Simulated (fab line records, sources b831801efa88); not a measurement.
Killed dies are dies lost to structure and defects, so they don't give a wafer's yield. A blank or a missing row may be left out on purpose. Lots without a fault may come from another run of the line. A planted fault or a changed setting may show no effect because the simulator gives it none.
fab line records | flow sky130
record lots=14 wafers=42 last_day=50
route steps=708 shown VIA2@509 PAD_OPEN@708
lots that met no fault: from a run of the same line without faults
start_h: hours from the record's first day to the start of the lot's first wafer shown | wait_h: hours since the lot's step before | " the same as in the row above | L1.1+2: a row that stands for several wafers | - no value, or no start given | * or withheld: withheld | < > ~ a bound
route shown NAME@n: a module of which the file shows steps, and the number in the route of the first | usual: mean/standard deviation of fault-free wafers | same: alike in all rows | chamber/n: place in a boat | sites: the reading at each site | _std_site: their standard deviation | _edge_site: outer sites' mean less inner sites' | radius_mm: how far each site lies from the wafer's centre | mask NAME#n: copy n | behind: the tool/chamber that last shaped the wafer | hold: why the lot was held/for how many hours/how that ended | device: the transistor (n, p or np) that didn't switch | end of line: the same wafers' tests at the end of the route | a step without rows: its recipe alone | killed: dies lost to structure and defects at the first sort, not the wafer's yield | map: a wafer's dies, x killed, . not, _ none there
set.NAME: the setting as run; set.NAME@STEP: as run at that earlier step | model.NAME: the simulator's own value behind a step, which no gauge read
steps of the route over a sample of lots; a table a step, a row a wafer
services: from which hour (start_h, from the record's first day; less than 0 if before it) a tool's chamber was out of use, for how many hours, and why
## steps
# step SKY_VIA2_CMP_02
# recipe material=SiO2 down_force_psi=4 platen_rpm=60 pad_velocity_m_s=0.94248
# usual motor_current_A=11.9/1.1
# columns lot.wafer tool chamber start_h wait_h motor_current_A
L176.3 cmp-02 0 847.42 0.1 13.7
L176.6 " 0 " " 13.1
L176.5 " 1 " " 13.3
L177.2 cmp-02 2 852.15 0.1 9.7
L177.1 " 3 " " 11.5
L177.4 " 0 " " 12.8
L178.2 cmp-02 0 855.04 0.2 12.7
L178.6 " 1 " " 13.5
L178.5 " 2 " " 10.0
L179.4 cmp-02 3 864.55 0.1 11.3
L179.5 " 3 " " 11.3
L179.6 " 0 " " 13.3
L185.2 cmp-01 1 920.20 0.0 11.6
L185.3 " 3 " " 13.5
L185.5 " 1 " " 11.3
L188.3 cmp-01 1 927.34 0.1 11.3
L188.4 " 3 " " 13.1
L188.5 " 1 " " 11.6
L189.1 cmp-01 0 929.81 0.1 12.5
L189.4 " 1 " " 11.0
L189.3 " 2 " " 11.8
L190.1 cmp-01 1 936.06 0.1 11.3
L190.2 " 2 " " 12.0
L190.6 " 2 " " 10.9
L191.2 cmp-02 1 942.63 0.0 13.6
L191.3 " 2 " " 10.0
L191.1 " 0 " " 13.2
L193.3 cmp-01 1 951.73 0.0 11.6
L193.5 " 1 " " 11.9
L193.6 " 2 " " 11.5
L194.4 cmp-01 0 965.17 0.0 11.5
L194.5 " 0 " " 11.2
L194.6 " 1 " " 11.6
L195.4 cmp-01 1 968.24 0.1 11.4
L195.3 " 2 " " 11.3
L195.6 " 0 " " 11.5
L197.4 cmp-02 2 975.72 0.1 10.4
L197.1 " 3 " " 10.8
L197.2 " 0 " " 13.3
L198.3 cmp-02 1 985.68 0.1 13.5
L198.4 " 2 " " 9.4
L198.2 " 3 " " 11.4
# step SKY_PAD_OPEN_PROBE_99
# usual defect_limited_yield=82.5/1.9 killed_at_M0_to_M3=43/6.8 killed_at_M4_up=3.0/1.6 killed_at_contacts=25/6 killed_at_front_end=15/4.4 killed_at_other=0.3/0.52 killed_dies=86/9.6 killed_on_rim=17/3.5 killed_open=47/6.7 killed_short=39/6.8 sort_bin_3_pad_short=0.9/0.43 sort_bin_5_function=10.3/1.5 sort_bin_6_memory=6.3/1.1 sort_n_pass=406/9.6 sort_yield_pct=82.5/1.9
# same gross_dies=492 killed_at_back_side=0 sort_bin_4_leakage[%]=0 sort_bin_8_speed[%]=0
# columns lot.wafer tool chamber start_h wait_h defect_limited_yield[%] killed_at_M0_to_M3 killed_at_M4_up killed_at_contacts killed_at_front_end killed_at_other killed_dies killed_on_rim killed_open killed_short sort_bin_3_pad_short[%] sort_bin_5_function[%] sort_bin_6_memory[%] sort_n_pass sort_yield_pct[%]
L178.2 prober-01 - 1102.18 0.1 37.4 286 2 12 8 0 308 62 26 25 3.0 41.7 17.9 184 37.4
L178.5 prober-01 - 1102.33 0.2 86.0 41 1 10 17 0 69 12 30 39 1.2 7.5 5.3 423 86.0
L178.6 prober-01 - 1102.38 0.2 79.1 44 3 39 17 0 103 20 54 49 1.2 12.4 7.3 389 79.1
L179.4 prober-02 - 1109.15 0.2 78.0 53 2 30 23 0 108 20 47 61 2.2 13.2 6.5 384 78.0
L179.5 prober-02 - 1109.20 0.2 81.9 37 1 32 18 1 89 16 42 47 1.6 11.0 5.5 403 81.9
L179.6 prober-02 - 1109.25 0.2 33.7 296 1 13 16 0 326 69 31 34 5.5 43.5 17.3 166 33.7
L190.1 prober-01 - 1165.20 0.1 84.6 38 3 21 13 1 76 11 40 36 0.8 8.1 6.5 416 84.6
L190.2 prober-01 - 1165.25 0.1 80.3 58 2 18 19 0 97 18 53 44 0.4 11.8 7.5 395 80.3
L190.6 prober-01 - 1165.45 0.2 82.3 45 4 23 14 1 87 22 46 40 0.6 10.2 6.9 405 82.3
L191.1 prober-02 - 1170.53 0.1 82.9 45 1 29 9 0 84 9 47 37 0.8 10.0 6.3 408 82.9
L191.2 prober-02 - 1170.58 0.1 85.2 33 5 23 12 0 73 13 35 38 0.6 8.7 5.5 419 85.2
L191.3 prober-02 - 1170.63 0.2 82.7 43 5 30 7 0 85 14 46 39 0.6 10.4 6.3 407 82.7
# killed by level:class
L178.2 VIA2:unspecified=257 VIA1:geometric_particle:open=6 VIA3:geometric_particle:open=5 LI_CONTACT:geometric_particle:open=4 METAL3:geometric_particle:short=4 FIELD_ISO:geometric_particle:short=3 VIA2:geometric_particle:open=3 LOCAL_INTERCONNECT:geometric_particle:short=3
L178.5 METAL1:geometric_particle:short=8 FIELD_ISO:geometric_particle:short=7 VIA3:geometric_particle:short=7 FIELD_ISO:geometric_particle:open=6 VIA3:geometric_particle:open=6 VIA1:geometric_particle:open=5 CONTACT:geometric_particle:open=4 VIA1:geometric_particle:short=4
L178.6 CONTACT:geometric_particle:open=14 LI_CONTACT:geometric_particle:open=9 VIA2:geometric_particle:open=8 LOCAL_INTERCONNECT:geometric_particle:short=7 VIA1:geometric_particle:open=7 CONTACT:geometric_particle:short=6 VIA3:geometric_particle:open=6 METAL1:geometric_particle:short=6
L179.4 VIA1:geometric_particle:open=13 LOCAL_INTERCONNECT:geometric_particle:short=9 METAL1:geometric_particle:short=8 CONTACT:geometric_particle:open=7 VIA3:geometric_particle:open=7 CONTACT:geometric_particle:short=6 FIELD_ISO:geometric_particle:short=6 POLY_GATE:geometric_particle:short=5
L179.5 CONTACT:geometric_particle:open=11 VIA3:geometric_particle:open=9 POLY_GATE:geometric_particle:short=8 METAL2:geometric_particle:short=8 CONTACT:geometric_particle:short=7 LI_CONTACT:geometric_particle:open=6 VIA1:geometric_particle:open=5 POLY_CUT:geometric_particle:short=4
L179.6 VIA2:unspecified=261 VIA1:geometric_particle:open=11 LOCAL_INTERCONNECT:geometric_particle:short=5 VIA2:geometric_particle:open=4 FIELD_ISO:geometric_particle:short=4 POLY_GATE:geometric_particle:short=4 POLY_GATE:geometric_particle:open=4 METAL1:geometric_particle:short=4
L190.1 CONTACT:geometric_particle:open=9 LI_CONTACT:geometric_particle:open=7 METAL2:geometric_particle:short=7 FIELD_ISO:geometric_particle:open=6 VIA1:geometric_particle:open=6 METAL1:geometric_particle:short=5 VIA1:geometric_particle:short=4 VIA3:geometric_particle:short=4
L190.2 VIA1:geometric_particle:open=11 VIA3:geometric_particle:open=10 METAL2:geometric_particle:short=9 LI_CONTACT:geometric_particle:open=8 VIA2:geometric_particle:open=8 POLY_GATE:geometric_particle:open=5 POLY_GATE:geometric_particle:short=5 VIA2:geometric_particle:short=5
L190.6 VIA1:geometric_particle:open=10 CONTACT:geometric_particle:open=8 FIELD_ISO:geometric_particle:open=7 CONTACT:geometric_particle:short=7 VIA2:geometric_particle:open=7 METAL1:geometric_particle:short=6 LI_CONTACT:geometric_particle:open=4 VIA1:geometric_particle:short=4
L191.1 VIA3:geometric_particle:open=11 CONTACT:geometric_particle:open=8 VIA2:geometric_particle:open=8 LI_CONTACT:geometric_particle:open=7 VIA1:geometric_particle:open=7 METAL2:geometric_particle:short=6 LOCAL_INTERCONNECT:geometric_particle:short=5 CONTACT:geometric_particle:short=5
L191.2 CONTACT:geometric_particle:open=8 VIA1:geometric_particle:open=8 CONTACT:geometric_particle:short=6 METAL2:geometric_particle:short=6 VIA2:geometric_particle:open=6 METAL4:geometric_particle:short=5 FIELD_ISO:geometric_particle:short=4 FIELD_ISO:geometric_particle:open=4
L191.3 LI_CONTACT:geometric_particle:open=12 VIA1:geometric_particle:open=10 CONTACT:geometric_particle:open=7 METAL1:geometric_particle:short=7 VIA2:geometric_particle:open=6 CONTACT:geometric_particle:short=5 VIA3:geometric_particle:open=4 METAL4:geometric_particle:short=4
## services
# columns tool chamber start_h hours kind
cmp-01 - 842.70 25.6 repair
cmp-01 - 863.14 1.3 repair
cmp-01 - 868.30 3.6 pm
cmp-02 - 904.36 15.7 pm
cmp-02 - 920.02 6.2 pm
cmp-02 - 926.20 4.0 pm
cmp-02 - 930.20 - consumable_replace:conditioner
cmp-02 - 930.20 - consumable_replace:pad
cmp-01 - 932.08 3.0 repair
cmp-02 - 935.11 6.6 pm
## key
first_sign step=SKY_PAD_OPEN_PROBE_99 reading=killed_at_M0_to_M3 direction=up sigmas=37 usual=43 struck=291
effect step=SKY_PAD_OPEN_PROBE_99 reading=defect_limited_yield direction=down sigmas=24 usual=82.5 struck=35.6
met_at SKY_VIA2_CMP_02
struck_lots L178,L179
struck_wafers L178.2,L179.6
onset_between 852.15 855.04
fault kind=chamber_particle_source tool=cmp-02 chamber=0 onset_h=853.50 steps=SKY_VIA2_CMP_02 rate_per_visit_cm2=1.5464 end_h=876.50
